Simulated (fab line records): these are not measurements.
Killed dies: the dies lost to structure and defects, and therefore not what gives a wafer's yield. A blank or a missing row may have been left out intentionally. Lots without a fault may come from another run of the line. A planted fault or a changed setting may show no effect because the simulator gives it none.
Which tool was responsible? ; flow gf180mcu ; 6 lots, 18 wafers sampled, at 3 steps of a route of 602

## WHAT THE GAUGES READ, wafer by wafer
GF_M1_CD_MEAS_14: the cd target is 230 nm.
lot;measured;on;cd nm (nm)
L411;day 18 11:01;cd sem-02;228.4 228.8 229.0
L414;day 19 07:13;cd sem-02;229.0 229.9 228.9
L420;day 21 08:19;cd sem-02;218.6 219.0 218.8 218.6 219.1 218.3
L425;day 23 00:36;cd sem-01;232.6 233.5 231.3
L430;day 24 11:59;cd sem-02;229.2 230.3 229.3
L432;day 25 06:23;cd sem-01;231.8 231.7 231.1

## TOOL THAT RAN EACH LOT (tool first, then ch and the chambers of the sampled wafers, then the start)
lot;GF_M1_SPUTTER_03;GF_M1_SOFTBAKE_10
L411;pvd sputter-01, day 17 11:44;litho track-02 ch 0, day 17 23:53
L414;pvd sputter-04, day 18 06:38;litho track-03 ch 0, day 18 18:59
L420;pvd sputter-01, day 20 08:11;litho track-02 ch 0, day 20 19:55
L425;pvd sputter-03, day 22 02:01;litho track-03 ch 0, day 22 13:31
L430;pvd sputter-01, day 23 13:37;litho track-04 ch 0, day 24 00:48
L432;pvd sputter-03, day 24 09:13;litho track-03 ch 0, day 24 19:37
- GF_M1_SPUTTER_03: material Ti, target thk 10 nm, time 6.7 s.
- GF_M1_SOFTBAKE_10: time 60 s.

## THE ANSWER, worked out from the rows above alone
Rule: what is usual is taken from the lots themselves. Put in order of their means at a reading, lots are off if they are a third of the lots or fewer, leave a main group of 4 or more, and stand apart from it by a gap of 3 or more times the standard deviation of the main group's means; of several such gaps the widest counts. A main group is skipped when, at the precision printed for the reading in the tables above, its means are all equal. A lot without any number at a reading at which 4 lots or more have one is off too. The other lots that the step has rows for count as sound.
Off: L420 (GF_M1_CD_MEAS_14, cd nm). Main group: mean 230.3 nm, sd 1.4.
If a tool, at a process step before that reading, ran all the lots that are off and no sound lot after the first of them, it fits. Gauges at GF_M1_CD_MEAS_14: tried the same way as those tools. One fits: litho track-02 at GF_M1_SOFTBAKE_10. Its last sound lot is L411 (day 17 23:53), its first lot that is off L420 (day 20 19:55): a fault that began between those two fits.

## WHAT HAD BEEN PUT IN BY THE SIMULATOR
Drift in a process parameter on litho track-02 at GF_M1_SOFTBAKE_10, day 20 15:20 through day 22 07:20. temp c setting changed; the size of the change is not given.
Struck lots among those shown: L420. The same result came from the rule above.
